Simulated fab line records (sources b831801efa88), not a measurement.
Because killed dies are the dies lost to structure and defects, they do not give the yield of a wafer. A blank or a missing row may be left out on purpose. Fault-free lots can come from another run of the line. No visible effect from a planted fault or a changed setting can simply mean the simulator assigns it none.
Which tool did it? || flow gf180mcu || 13 lots, 39 wafers sampled, at 3 steps of a route of 602

## WHAT EACH GAUGE READ, for each wafer
GF_LVPWELL_TW_MEAS_11.
{"lot": "L700", "measured": "day 3 20:41", "on": "filmMetro-02", "LVPWELL_TW": "565 564 568"}
{"lot": "L701", "measured": "day 4 02:01", "on": "filmMetro-01", "LVPWELL_TW": "558 561 561"}
{"lot": "L702", "measured": "day 4 07:59", "on": "filmMetro-01", "LVPWELL_TW": "561 561 560"}
{"lot": "L704", "measured": "day 4 18:40", "on": "filmMetro-04", "LVPWELL_TW": "551 548 550"}
{"lot": "L705", "measured": "day 4 23:56", "on": "filmMetro-04", "LVPWELL_TW": "551 547 550"}
{"lot": "L706", "measured": "day 5 06:51", "on": "filmMetro-04", "LVPWELL_TW": "553 553 552"}
{"lot": "L709", "measured": "day 5 22:48", "on": "filmMetro-01", "LVPWELL_TW": "562 564 565"}
{"lot": "L716", "measured": "day 7 15:16", "on": "filmMetro-04", "LVPWELL_TW": "549 552 551"}
{"lot": "L717", "measured": "day 7 19:50", "on": "filmMetro-04", "LVPWELL_TW": "552 549 549"}
{"lot": "L718", "measured": "day 8 03:07", "on": "filmMetro-04", "LVPWELL_TW": "550 552 552"}
{"lot": "L720", "measured": "day 8 13:42", "on": "filmMetro-02", "LVPWELL_TW": "566 566 565"}
{"lot": "L722", "measured": "day 8 23:50", "on": "filmMetro-01", "LVPWELL_TW": "559 559 559"}
{"lot": "L723", "measured": "day 9 07:12", "on": "filmMetro-01", "LVPWELL_TW": "561 563 559"}

GF_POLY_GATE_THK_MEAS_17.
{"lot": "L700", "measured": "day 9 11:48", "on": "filmMetro-04", "POLY_GATE_OXIDATION_THK (nm)": "3.97 3.94 3.99"}
{"lot": "L701", "measured": "day 9 11:49", "on": "filmMetro-03", "POLY_GATE_OXIDATION_THK (nm)": "4.00 4.00 4.01"}
{"lot": "L702", "measured": "day 9 19:48", "on": "filmMetro-04", "POLY_GATE_OXIDATION_THK (nm)": "3.86 3.91 3.79"}
{"lot": "L704", "measured": "day 10 13:13", "on": "filmMetro-03", "POLY_GATE_OXIDATION_THK (nm)": "3.98 4.06 4.05"}
{"lot": "L705", "measured": "day 10 13:35", "on": "filmMetro-02", "POLY_GATE_OXIDATION_THK (nm)": "4.00 4.03 4.14"}
{"lot": "L706", "measured": "day 10 23:05", "on": "filmMetro-04", "POLY_GATE_OXIDATION_THK (nm)": "4.10 4.06 4.06"}
{"lot": "L709", "measured": "day 11 20:29", "on": "filmMetro-02", "POLY_GATE_OXIDATION_THK (nm)": "3.97 3.99 3.93"}
{"lot": "L716", "measured": "day 14 00:13", "on": "filmMetro-04", "POLY_GATE_OXIDATION_THK (nm)": "3.96 3.97 3.94"}
{"lot": "L717", "measured": "day 14 03:28", "on": "filmMetro-04", "POLY_GATE_OXIDATION_THK (nm)": "3.99 3.96 4.07"}
{"lot": "L718", "measured": "day 14 14:54", "on": "filmMetro-03", "POLY_GATE_OXIDATION_THK (nm)": "4.07 3.92 3.99"}
{"lot": "L720", "measured": "day 15 03:52", "on": "filmMetro-03", "POLY_GATE_OXIDATION_THK (nm)": "4.02 4.01 4.05"}
{"lot": "L722", "measured": "day 15 17:41", "on": "filmMetro-03", "POLY_GATE_OXIDATION_THK (nm)": "3.96 3.93 3.96"}
{"lot": "L723", "measured": "day 16 03:46", "on": "filmMetro-02", "POLY_GATE_OXIDATION_THK (nm)": "4.00 3.97 3.98"}

## EACH LOT AND THE TOOL THAT RAN IT (in order: tool; ch and the chambers of the sampled wafers; start)
{"lot": "L700", "GF_DUAL_GATE_STRIP_13": "plasmaAsher-01 ch 0,1, day 8 07:30"}
{"lot": "L701", "GF_DUAL_GATE_STRIP_13": "plasmaAsher-03 ch 0,1, day 8 11:48"}
{"lot": "L702", "GF_DUAL_GATE_STRIP_13": "plasmaAsher-01 ch 0,1, day 8 20:01"}
{"lot": "L704", "GF_DUAL_GATE_STRIP_13": "plasmaAsher-04 ch 0,1, day 9 14:48"}
{"lot": "L705", "GF_DUAL_GATE_STRIP_13": "plasmaAsher-03 ch 0, day 9 14:35"}
{"lot": "L706", "GF_DUAL_GATE_STRIP_13": "plasmaAsher-04 ch 0,1, day 10 00:20"}
{"lot": "L709", "GF_DUAL_GATE_STRIP_13": "plasmaAsher-04 ch 0,1, day 10 21:17"}
{"lot": "L716", "GF_DUAL_GATE_STRIP_13": "plasmaAsher-04 ch 0,1, day 12 23:27"}
{"lot": "L717", "GF_DUAL_GATE_STRIP_13": "plasmaAsher-01 ch 1, day 13 02:46"}
{"lot": "L718", "GF_DUAL_GATE_STRIP_13": "plasmaAsher-04 ch 0,1, day 13 13:08"}
{"lot": "L720", "GF_DUAL_GATE_STRIP_13": "plasmaAsher-01 ch 0,1, day 14 01:57"}
{"lot": "L722", "GF_DUAL_GATE_STRIP_13": "plasmaAsher-01 ch 0,1, day 14 14:31"}
{"lot": "L723", "GF_DUAL_GATE_STRIP_13": "plasmaAsher-04 ch 0,1, day 14 23:11"}
- GF_DUAL_GATE_STRIP_13: strips in O2/N2.

## AS READ BY THE TOOLS THEMSELVES (means over the sampled wafers that have a number; for cases with no such wafer, the mark the record gives instead)
GF_DUAL_GATE_STRIP_13.
{"lot": "L700", "tool": "plasmaAsher-01", "drypumpMotorCurrentA (A)": 5.4, "heaterPowerW (W)": 341, "oesProductAu (a.u.)": 0.719, "stripTimeToEndpointS (s)": 12.62}
{"lot": "L701", "tool": "plasmaAsher-03", "drypumpMotorCurrentA (A)": 5.7, "heaterPowerW (W)": 371, "oesProductAu (a.u.)": 0.716, "stripTimeToEndpointS (s)": 12.62}
{"lot": "L702", "tool": "plasmaAsher-01", "drypumpMotorCurrentA (A)": 5.4, "heaterPowerW (W)": 326, "oesProductAu (a.u.)": 0.721, "stripTimeToEndpointS (s)": 12.63}
{"lot": "L704", "tool": "plasmaAsher-04", "drypumpMotorCurrentA (A)": 6.0, "heaterPowerW (W)": 337, "oesProductAu (a.u.)": 0.715, "stripTimeToEndpointS (s)": 12.66}
{"lot": "L705", "tool": "plasmaAsher-03", "drypumpMotorCurrentA (A)": 5.1, "heaterPowerW (W)": 406, "oesProductAu (a.u.)": 0.714, "stripTimeToEndpointS (s)": 12.65}
{"lot": "L706", "tool": "plasmaAsher-04", "drypumpMotorCurrentA (A)": 6.0, "heaterPowerW (W)": 334, "oesProductAu (a.u.)": 0.713, "stripTimeToEndpointS (s)": 12.62}
{"lot": "L709", "tool": "plasmaAsher-04", "drypumpMotorCurrentA (A)": 6.0, "heaterPowerW (W)": 337, "oesProductAu (a.u.)": 0.925, "stripTimeToEndpointS (s)": "-"}
{"lot": "L716", "tool": "plasmaAsher-04", "drypumpMotorCurrentA (A)": 6.1, "heaterPowerW (W)": 333, "oesProductAu (a.u.)": 0.716, "stripTimeToEndpointS (s)": 12.67}
{"lot": "L717", "tool": "plasmaAsher-01", "drypumpMotorCurrentA (A)": 5.4, "heaterPowerW (W)": 310, "oesProductAu (a.u.)": 0.716, "stripTimeToEndpointS (s)": 12.68}
{"lot": "L718", "tool": "plasmaAsher-04", "drypumpMotorCurrentA (A)": 6.0, "heaterPowerW (W)": 333, "oesProductAu (a.u.)": 0.715, "stripTimeToEndpointS (s)": 12.63}
{"lot": "L720", "tool": "plasmaAsher-01", "drypumpMotorCurrentA (A)": 5.3, "heaterPowerW (W)": 345, "oesProductAu (a.u.)": 0.717, "stripTimeToEndpointS (s)": 12.65}
{"lot": "L722", "tool": "plasmaAsher-01", "drypumpMotorCurrentA (A)": 5.4, "heaterPowerW (W)": 322, "oesProductAu (a.u.)": 0.712, "stripTimeToEndpointS (s)": 12.65}
{"lot": "L723", "tool": "plasmaAsher-04", "drypumpMotorCurrentA (A)": 6.0, "heaterPowerW (W)": 341, "oesProductAu (a.u.)": 0.719, "stripTimeToEndpointS (s)": 12.62}

## THE ANSWER, worked out from the rows above alone
Rule: what is usual is taken from the lots themselves. Put in order of their means at a reading, lots are off if they are a third of the lots or fewer, leave a main group of 4 or more, and stand apart from it by a gap of 3 or more times the standard deviation of the main group's means; of several such gaps the widest counts. A main group whose means are all the same, to the digits that the tables above print for the reading, isn't used. A lot without any number at a reading at which 4 lots or more have one is off too. Any other lot the step has rows for is counted as sound. After the gauges, taken in route order, come the tools' own readings; for these a lot's mean is taken, as printed above. At the first step where some lot is off, the reading lying furthest off is the one used; lots without a number count as furthest.
Off: L709 (GF_DUAL_GATE_STRIP_13, stripTimeToEndpointS). Without a number there: L709. Mean 12.64 s and standard deviation 0.02 in the main group.
If a tool, at that step or one of the process steps before it, ran each lot that is off and ran no sound lot following the first of them, it fits. None of those tried fits.

## WHAT HAD BEEN PUT IN BY THE SIMULATOR
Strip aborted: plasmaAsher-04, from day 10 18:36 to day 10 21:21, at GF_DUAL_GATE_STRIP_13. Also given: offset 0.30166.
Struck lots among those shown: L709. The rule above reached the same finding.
